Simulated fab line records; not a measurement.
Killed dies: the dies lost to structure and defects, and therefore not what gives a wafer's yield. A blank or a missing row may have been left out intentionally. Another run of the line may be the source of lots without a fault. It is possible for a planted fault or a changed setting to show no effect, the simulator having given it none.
fab line records	flow gf180mcu
[record] lots = 14	wafers = 42	lastDay = 36
route steps=602 shown DNWELL@34 V2@397
lots with no fault: from the same line, run without faults
startH: start of the lot's first displayed wafer, in hours after the record's first day	waitH: hours from the lot's prior step to this one	" same as the row above	L1.1+2: several wafers, shown together as one row	- value missing, or start not given	* or withheld: withheld	< > ~ a bound
route shown NAME@n: names a module that has steps shown in the file, with the first one's number in the route	usual: mean and standard deviation over wafers with no fault	same: alike in all rows	chamber/n: place in a boat	sites: the reading at each site	_std_site: standard deviation across them	_edge_site: outer sites' mean less inner sites'	radiusMm: how far each site lies from the wafer's centre	mask NAME#n: copy n	behind: the last tool/chamber to shape the wafer	hold: the reason the lot was held/the length of the hold in hours/how it ended	device: whichever transistor did not switch (one of n, p or np)	end of line: the tests these same wafers got at the end of their route	for a step that has no rows: nothing shown but its recipe	killed: the dies lost at the first sort to structure and to defects; this is not the yield of the wafer	map: shows each die of a wafer: x if killed, . if not, _ if none is there
set.NAME: the setting as run; set.NAME@STEP: as run at that earlier step	model.NAME: the simulator's own value behind a step, which no gauge read
the route's steps for a sample of lots (tables are steps, rows are wafers)
services: from which hour (startH, from the record's first day; less than 0 if before it) a tool's chamber was out of use, for how many hours, and why
[[steps]]
[step GF_DNWELL_COAT_02]
[recipe] spinRpm = 2000	resistThkNm = 3000
[usual] spinSpeedRpm = 1999.7/1.2
lot.wafer	tool	chamber	startH	waitH	spinSpeedRpm
L682.2	lithoTrack-03	0	37.65	0.1	1998.9
L682.5	"	0	"	"	1999.2
L682.6	"	0	"	"	1999.7
L683.3	lithoTrack-02	0	44.57	0.1	1998.6
L683.5	"	0	"	"	2000.4
L683.6	"	0	"	"	2000.3
L684.1	lithoTrack-02	0	49.72	0.1	1999.1
L684.4	"	0	"	"	2000.2
L684.6	"	0	"	"	1998.3
L685.1	lithoTrack-03	0	55.42	0.1	1999.5
L685.3	"	0	"	"	1997.2
L685.5	"	0	"	"	1997.7
L689.1	lithoTrack-02	0	75.82	0.1	2000.1
L689.4	"	0	"	"	2001.1
L689.6	"	0	"	"	2000.5
L690.2	lithoTrack-02	0	79.95	0.1	2000.0
L690.4	"	0	"	"	1999.1
L690.6	"	0	"	"	1999.4
L692.2	lithoTrack-04	0	91.29	0.1	1998.3
L692.4	"	0	"	"	1999.2
L692.6	"	0	"	"	1998.8
L693.1	lithoTrack-02	0	95.72	0.1	1998.7
L693.3	"	0	"	"	1999.3
L693.6	"	0	"	"	1999.6
L694.1	lithoTrack-03	0	100.67	0.1	1999.8
L694.5	"	0	"	"	1998.7
L694.6	"	0	"	"	1999.5
L695.2	lithoTrack-03	0	105.05	0.1	1998.3
L695.3	"	0	"	"	1999.3
L695.4	"	0	"	"	2001.0
L698.3	lithoTrack-02	0	120.42	0.1	2031.1
L698.5	"	0	"	"	2031.4
L698.6	"	0	"	"	2032.6
L699.1	lithoTrack-02	0	130.82	0.1	2031.9
L699.3	"	0	"	"	2029.6
L699.4	"	0	"	"	2033.5
L703.1	lithoTrack-03	0	148.42	0.1	1998.2
L703.3	"	0	"	"	2000.8
L703.4	"	0	"	"	1997.8
L705.3	lithoTrack-03	0	158.42	0.1	2001.5
L705.4	"	0	"	"	1999.2
L705.5	"	0	"	"	1998.0
[step GF_V2_OVL_MEAS_15]
[usual] V2_OVL = 0/5.6
lot.wafer	tool	chamber	startH	waitH	V2_OVL[nm]
L682.2	overlay-02	-	512.44	0.1	-2
L682.5	"	-	"	"	-9
L682.6	"	-	"	"	-1
L683.3	overlay-01	-	526.35	0.1	2
L683.5	"	-	"	"	2
L683.6	"	-	"	"	5
L684.1	overlay-02	-	533.43	0.1	0
L684.4	"	-	"	"	-2
L684.6	"	-	"	"	-6
L685.1	overlay-01	-	542.23	0.1	-3
L685.3	"	-	"	"	-2
L685.5	"	-	"	"	-3
L689.1	overlay-01	-	569.63	0.1	-7
L689.4	"	-	"	"	-16
L689.6	"	-	"	"	-9
L690.2	overlay-02	-	584.64	0.1	1
L690.4	"	-	"	"	6
L690.6	"	-	"	"	0
L692.2	overlay-02	-	599.04	0.1	-6
L692.4	"	-	"	"	-3
L692.6	"	-	"	"	-4
L693.1	overlay-02	-	605.20	0.1	-3
L693.3	"	-	"	"	-8
L693.6	"	-	"	"	-12
L694.1	overlay-02	-	610.29	0.1	7
L694.5	"	-	"	"	1
L694.6	"	-	"	"	3
L695.2	overlay-01	-	616.59	0.1	-1
L695.3	"	-	"	"	2
L695.4	"	-	"	"	1
L698.3	overlay-02	-	637.79	0.1	-2
L698.5	"	-	"	"	-1
L698.6	"	-	"	"	-5
L699.1	overlay-02	-	648.63	0.1	5
L699.3	"	-	"	"	4
L699.4	"	-	"	"	3
L703.1	overlay-01	-	670.53	0.1	-3
L703.3	"	-	"	"	6
L703.4	"	-	"	"	5
L705.3	overlay-02	-	683.35	0.1	1
L705.4	"	-	"	"	5
L705.5	"	-	"	"	1
[step GF_V2_ETCH_16]
[recipe] chemistry = N2/H2	targetDepthA = withheld	overetchA = withheld	timeS = withheld	target = BARC	ionEnergyEv = 200	sourceW = 500	biasW = 100	pressureMtorr = 30	n2FlowSccm = 100	h2FlowSccm = 200
[usual] chamberPressureMTorr = 29.997/0.026	drypumpMotorCurrentA = 5.9/0.41	oesProductAu = 0.855/0.0049	throttleValvePct = 13.224/0.0098
lot.wafer	tool	chamber	startH	waitH	chamberPressureMTorr	drypumpMotorCurrentA	oesProductAu	throttleValvePct
L682.2	rieDiel-03	1	512.47	0.0	29.975	5.9	0.854	13.222
L682.5	"	3	"	"	29.971	5.7	0.852	13.237
L682.6	"	0	"	"	29.992	5.8	0.859	13.234
L683.3	rieDiel-01	3	526.37	0.0	29.981	5.0	0.857	13.207
L683.5	"	1	"	"	29.993	6.2	0.857	13.236
L683.6	"	0	"	"	30.016	6.2	0.855	13.222
L684.1	rieDiel-03	0	533.46	0.0	29.976	5.8	0.854	13.224
L684.4	"	2	"	"	30.004	6.5	0.852	13.231
L684.6	"	1	"	"	29.998	5.9	0.854	13.228
L685.1	rieDiel-03	1	542.26	0.0	29.994	5.9	0.849	13.227
L685.3	"	3	"	"	29.989	5.7	0.848	13.240
L685.5	"	0	"	"	30.013	5.8	0.854	13.197
L689.1	rieDiel-04	3	569.66	0.0	30.008	5.8	0.852	13.234
L689.4	"	2	"	"	29.966	5.5	0.856	13.220
L689.6	"	2	"	"	29.983	5.5	0.865	13.216
L690.2	rieDiel-01	3	584.67	0.0	29.984	5.0	0.858	13.224
L690.4	"	2	"	"	30.015	6.2	0.856	13.219
L690.6	"	1	"	"	30.016	6.1	0.855	13.228
L692.2	rieDiel-01	1	599.07	0.0	30.010	6.1	0.849	13.216
L692.4	"	2	"	"	29.987	6.2	0.860	13.237
L692.6	"	3	"	"	30.013	5.0	0.842	13.239
L693.1	rieDiel-01	1	605.23	0.0	30.007	6.1	0.859	13.225
L693.3	"	0	"	"	30.023	6.2	0.855	13.232
L693.6	"	1	"	"	30.002	6.1	0.849	13.212
L694.1	rieDiel-03	0	610.32	0.0	29.996	5.8	0.859	13.229
L694.5	"	3	"	"	30.016	5.6	0.853	13.243
L694.6	"	2	"	"	29.991	6.4	0.855	13.213
L695.2	rieDiel-04	1	616.62	0.0	29.976	5.3	0.861	13.200
L695.3	"	0	"	"	30.033	5.0	0.850	13.227
L695.4	"	2	"	"	30.010	5.5	0.860	13.223
L698.3	rieDiel-03	2	637.81	0.0	29.973	6.4	0.863	13.234
L698.5	"	0	"	"	29.973	5.8	0.862	13.212
L698.6	"	3	"	"	29.952	5.7	0.860	13.237
L699.1	rieDiel-01	3	648.66	0.0	30.002	5.0	0.852	13.230
L699.3	"	2	"	"	30.007	6.2	0.853	13.223
L699.4	"	0	"	"	29.995	6.2	0.854	13.203
L703.1	rieDiel-03	3	670.56	0.0	30.054	5.7	0.856	13.238
L703.3	"	0	"	"	29.959	5.8	0.856	13.228
L703.4	"	1	"	"	29.971	5.9	0.847	13.229
L705.3	rieDiel-01	0	683.37	0.0	29.966	6.2	0.853	13.219
L705.4	"	3	"	"	29.984	5.0	0.848	13.217
L705.5	"	1	"	"	29.980	6.2	0.864	13.228
[step GF_V2_ETCH_17]
[recipe] chemistry = C4F8/O2/Ar	maskMaterial = KrF	target = SiO2	stopOn = TiN	sourceW = 1500	biasW = 1200	pressureMtorr = 40	c4f8FlowSccm = withheld	O2_flow_sccm = 6	Ar_flow_sccm = 300	timeS = withheld	targetDepthA = 6300
[usual] chamberPressureMTorr = 40.00/0.035	oesProductAu = 0.857/0.0049
lot.wafer	tool	chamber	startH	waitH	chamberPressureMTorr	oesProductAu
L682.2	rieDiel-03	1	-	-	39.98	0.857
L682.5	"	3	"	"	39.97	0.860
L682.6	"	0	"	"	39.97	0.856
L683.3	rieDiel-01	3	-	-	39.95	0.856
L683.5	"	1	"	"	40.02	0.866
L683.6	"	0	"	"	40.05	0.871
L684.1	rieDiel-03	0	-	-	40.00	0.856
L684.4	"	2	"	"	40.03	0.855
L684.6	"	1	"	"	39.99	0.849
L685.1	rieDiel-03	1	-	-	40.04	0.849
L685.3	"	3	"	"	40.03	0.848
L685.5	"	0	"	"	40.00	0.854
L689.1	rieDiel-04	3	-	-	40.03	0.855
L689.4	"	2	"	"	40.00	0.860
L689.6	"	2	"	"	39.97	0.867
L690.2	rieDiel-01	3	-	-	40.00	0.862
L690.4	"	2	"	"	39.99	0.853
L690.6	"	1	"	"	39.99	0.861
L692.2	rieDiel-01	1	-	-	39.93	0.857
L692.4	"	2	"	"	39.95	0.856
L692.6	"	3	"	"	40.01	0.857
L693.1	rieDiel-01	1	-	-	40.02	0.854
L693.3	"	0	"	"	39.98	0.862
L693.6	"	1	"	"	39.94	0.859
L694.1	rieDiel-03	0	-	-	40.01	0.859
L694.5	"	3	"	"	40.02	0.858
L694.6	"	2	"	"	39.94	0.854
L695.2	rieDiel-04	1	-	-	40.00	0.855
L695.3	"	0	"	"	39.98	0.853
L695.4	"	2	"	"	40.04	0.857
L698.3	rieDiel-03	2	-	-	40.04	0.861
L698.5	"	0	"	"	40.00	0.854
L698.6	"	3	"	"	39.97	0.858
L699.1	rieDiel-01	3	-	-	40.00	0.853
L699.3	"	2	"	"	40.03	0.861
L699.4	"	0	"	"	40.03	0.862
L703.1	rieDiel-03	3	-	-	40.04	0.864
L703.3	"	0	"	"	40.01	0.851
L703.4	"	1	"	"	40.04	0.855
L705.3	rieDiel-01	0	-	-	40.01	0.862
L705.4	"	3	"	"	40.04	0.856
L705.5	"	1	"	"	40.00	0.865
[[services]]
tool	chamber	startH	hours	kind
rieDiel-03	2	27.05	3.8	repair
rieDiel-01	2	81.59	1.8	repair
rieDiel-03	-	105.80	1.7	repair
rieDiel-01	0	136.50	6.6	repair
rieDiel-03	-	149.41	1.6	repair
rieDiel-03	3	167.37	10.8	repair
rieDiel-01	3	180.69	11.9	repair
rieDiel-03	2	197.12	8.0	repair
rieDiel-01	3	202.52	22.0	repair
rieDiel-03	1	220.54	5.8	repair
rieDiel-03	-	254.62	2.8	pm
rieDiel-03	2	271.14	5.2	repair
rieDiel-01	3	295.76	2.4	repair
rieDiel-01	-	339.12	2.8	pm
rieDiel-03	0	369.07	3.5	repair
rieDiel-01	3	384.22	6.2	repair
rieDiel-03	1	430.70	3.9	repair
rieDiel-01	-	472.68	28.1	pm
rieDiel-01	-	508.03	0.5	repair
rieDiel-01	3	513.12	4.4	repair
rieDiel-03	3	524.56	3.4	repair
rieDiel-01	0	542.88	4.4	repair
rieDiel-03	2	550.29	11.7	repair
rieDiel-01	0	564.30	9.3	repair
[[key]]
[firstSign] step = GF_DNWELL_COAT_02	reading = spinSpeedRpm	direction = up	sigmas = 27	usual = *	struck = *
effect none on later readings
metAt GF_DNWELL_COAT_02
struckLots L698,L699
testerLeftOut L698,L699
notActingAt GF_V2_OVL_MEAS_15,GF_V2_ETCH_16,GF_V2_ETCH_17
onsetBetween 95.72 120.42
[fault] kind = processParameterDrift	tool = lithoTrack-02	chamber = -	onsetH = 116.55	steps = GF_DNWELL_COAT_02	channel = spinRpm	offset = *	shape = step	endH = 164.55	actsIn = *	stated = *
// testerLeftOut: of these lots the tester's yield and bins aren't shown, on N5 and GAA mostly nor the transistor test; their killed dies are dies lost to structure and defects alone, not to doping, threshold or leakage, so they don't give the yield
